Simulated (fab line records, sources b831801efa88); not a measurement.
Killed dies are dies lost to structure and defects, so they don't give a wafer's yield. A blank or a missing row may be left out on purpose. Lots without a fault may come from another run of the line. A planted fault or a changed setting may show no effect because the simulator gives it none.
Chamber matching | flow gf180mcu | GF_V5_CMP_04 on cmp-02: 4 sister chambers
The step polishes SiO2. 18 wafers are shown with their chamber, then 9 later ones without.

WAFERS WITH THEIR CHAMBER
wafer  | chamber | motor_current_A (A) | retaining_ring_pressure_frac
L279.2 | 2       | 12.4                | 0.993
L279.3 | 0       | 13.2                | 1.004
L279.6 | 2       | 12.1                | 1.005
L280.1 | 3       | 12.5                | 0.996
L280.5 | 3       | 13.0                | 0.998
L280.6 | 0       | 12.9                | 0.986
L282.1 | 3       | 12.8                | 1.000
L282.4 | 2       | 12.6                | 1.001
L282.6 | 3       | 12.0                | 1.007
L284.3 | 2       | 11.6                | 1.011
L284.5 | 1       | 9.9                 | 0.996
L284.6 | 0       | 13.9                | 1.002
L285.3 | 3       | 11.6                | 1.006
L285.4 | 0       | 13.2                | 0.999
L285.5 | 0       | 13.8                | 0.997
L288.2 | 2       | 12.5                | 1.006
L288.3 | 3       | 12.2                | 0.998
L288.4 | 0       | 13.5                | 1.003

SIGNATURES (means of the wafers above)
reading                      | chamber 0 | chamber 1 | chamber 2 | chamber 3 | scatter within a chamber
motor_current_A              | 13.417    | 9.900     | 12.240    | 12.350    | 0.444
retaining_ring_pressure_frac | 0.99850   | 0.99600   | 1.00320   | 1.00083   | 0.00602
Rule: a wafer's distance from a chamber is the root of the sum, over the readings, of the square of ((its reading less the chamber's mean) divided by the reading's scatter). The wafer belongs to the nearest chamber; if the next one is less than 2 further off, it can't be placed. The scatter: the root of (the sum of the squares of (reading less its chamber's mean) over the shown wafers, divided by (wafers less chambers)).

WAFERS WITHOUT THEIR CHAMBER
wafer  | motor_current_A (A) | retaining_ring_pressure_frac
L291.1 | 12.6                | 0.997
L291.4 | 9.6                 | 1.007
L291.5 | 12.5                | 0.995
L300.2 | 13.0                | 0.994
L300.3 | 10.0                | 0.998
L300.4 | 12.1                | 0.996
L301.1 | 12.3                | 1.001
L301.4 | 10.2                | 1.005
L301.5 | 12.9                | 1.000

WHICH CHAMBER EACH WENT THROUGH
wafer  | from the rows above          | in truth
L291.1 | can't be placed: 3 or 2 or 0 | 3
L291.4 | 1                            | 1
L291.5 | can't be placed: 3 or 2 or 0 | 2
L300.2 | can't be placed: 0 or 3 or 2 | 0
L300.3 | 1                            | 1
L300.4 | can't be placed: 3 or 2      | 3
L301.1 | can't be placed: 3 or 2      | 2
L301.4 | 1                            | 1
L301.5 | can't be placed: 0 or 3 or 2 | 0
Placed correctly: 3 of 9. Can't be placed from these rows: 6 (the true chamber is among the candidates in 6). Placed wrongly: 0.
